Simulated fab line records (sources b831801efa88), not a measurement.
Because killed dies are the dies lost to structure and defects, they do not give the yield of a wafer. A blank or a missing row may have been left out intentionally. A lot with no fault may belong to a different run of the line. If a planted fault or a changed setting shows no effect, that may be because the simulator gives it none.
A struck lot beside a sound one + flow sky130 + 15 out of 708 route steps
Sound: the wafers L594.2, L594.3, L594.5. Struck: wafers L603.2, L603.5, L603.6. The cause comes at the end.
For every step that has rows: the tool of each side, followed by ch and its chambers, followed by its first start. Under that, the readings that differ: sound wafers + struck wafers + difference of the means + sigmas: that difference in standard deviations of wafers without a fault.
alike: words and numbers the same on both sides, and readings whose means are apart by under 2 such deviations; not compared: readings that were withheld, readings missing a value for some wafer, numbers with overlapping values and no deviation given by the record, and bounds like >300 which may hide the same value.
A row with sigmas, a row that says differs or no value, or rows on one side alone: a step with any of these is where the two part. Numbers that have no deviation but don't overlap get no sigmas and don't part them. Lack of a reading on every wafer of one side parts them only where that side has two or more wafers.

SKY_PASSIVATION_THK_MEAS_01:
  struck on film-metro-01, day 48 10:25; sound on film-metro-04, day 46 07:26
  alike: PASSIVATION_CVD_00_THK
SKY_PASSIVATION_CVD_02: deposits Si3N4, target thk 540 nm.
  sound on pecvd-01 ch 0,1,2, day 46 07:29; struck on pecvd-03 ch 1,2, day 48 10:28
  alike: heater-power-w
SKY_PASSIVATION_THK_MEAS_03:
  struck on film-metro-01, day 48 10:42; sound on film-metro-04, day 46 07:43
  alike: PASSIVATION_CVD_02_THK
then, 7 steps without rows for these wafers: SKY_PASSIVATION_DEHYDRATE_04 (time 60 s); SKY_PASSIVATION_HMDS_05 (prime time 60 s); SKY_PASSIVATION_COAT_06 (resist thk 3000 nm); SKY_PASSIVATION_SOFTBAKE_07; SKY_PASSIVATION_EXPOSE_08 (exposes mask NSM, target cd 3000 nm); SKY_PASSIVATION_PEB_09; SKY_PASSIVATION_DEVELOP_10 (develop time 60 s).
SKY_PASSIVATION_ETCH_11: etches the open film in CF4/O2, stops on AlCu, target depth 725 nm, time 161.1 s.
  sound on rie-diel-02 ch 1,2, day 47 03:38; struck on rie-diel-03 ch 0,1, day 49 04:54
  alike: cf4-flow-sccm, drypump-motor-current-A, oes-product-au, throttle-valve-pct
  not compared: rf-hours-counter-h
SKY_PASSIVATION_STRIP_12: strips in O2/N2.
  sound on plasma-asher-04 ch 1, day 47 03:44; struck on plasma-asher-04 ch 0,1, day 49 05:00
  alike: drypump-motor-current-A, oes-product-au, strip-time-to-endpoint-s
  not compared: rf-hours-counter-h
SKY_PAD_OPEN_DEHYDRATE_00: time 60 s.
  sound on litho-track-01 ch 0, day 47 12:59; struck on litho-track-01 ch 0, day 49 13:50
| reading          | sound             | struck            | difference | sigmas |
|------------------|-------------------|-------------------|------------|--------|
| run-length-s (s) | 89.14 89.42 89.18 | 95.18 94.96 94.74 | +5.71      | +36    |
  alike: heater-power-total-W, plate-temp-C
then, 1 step without rows for these wafers: SKY_PAD_OPEN_HMDS_01 (prime time 60 s).
SKY_PAD_OPEN_PROBE_99:
  record: rows for the struck wafers here (prober-02, day 50 00:41), none for the sound ones

## WHERE THEY PART
Earliest at SKY_PAD_OPEN_DEHYDRATE_00; latest, in this record, at SKY_PAD_OPEN_PROBE_99.

WHY: the cause the simulator had injected
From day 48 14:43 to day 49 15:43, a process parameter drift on litho-track-01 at SKY_PAD_OPEN_DEHYDRATE_00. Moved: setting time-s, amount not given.
